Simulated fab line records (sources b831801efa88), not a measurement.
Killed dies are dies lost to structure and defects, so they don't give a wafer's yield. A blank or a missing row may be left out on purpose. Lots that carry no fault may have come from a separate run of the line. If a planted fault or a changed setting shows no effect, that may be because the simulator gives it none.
Which tool was responsible?    flow sky130    6 lots (18 wafers sampled), 1 step of a 708-step route

## WHAT THE GAUGES READ, wafer by wafer
SKY_PWDE_TW_MEAS_10.
lot   measured     on             PWDE_TW
L729  day 4 07:11  film metro-03  370 369 370
L731  day 4 15:49  film metro-03  371 370 370
L733  day 5 10:54  film metro-01  368 369 367
L737  day 6 03:48  film metro-03  371 372 370
L739  day 6 11:25  film metro-01  367 367 365
L750  day 9 15:55  film metro-01  366 368 368

## TOOL THAT RAN EACH LOT (tool first, then ch and the chambers of the sampled wafers, then the start)
There is no process step in the record ahead of these readings.

## THE ANSWER, worked out from the rows above alone
Rule: what is usual is taken from the lots themselves. Put in order of their means at a reading, lots are off if they are a third of the lots or fewer, leave a main group of 4 or more, and stand apart from it by a gap of 3 or more times the standard deviation of the main group's means; of several such gaps the widest counts. If all means in a main group match to the digits the tables above print for the reading, that group is not used. Also off: a lot with no number at a reading for which 4 or more lots have one. The other lots that the step has rows for count as sound.
None of the lots is off at any reading shown; this tells nothing.

## WHAT HAD BEEN PUT IN BY THE SIMULATOR
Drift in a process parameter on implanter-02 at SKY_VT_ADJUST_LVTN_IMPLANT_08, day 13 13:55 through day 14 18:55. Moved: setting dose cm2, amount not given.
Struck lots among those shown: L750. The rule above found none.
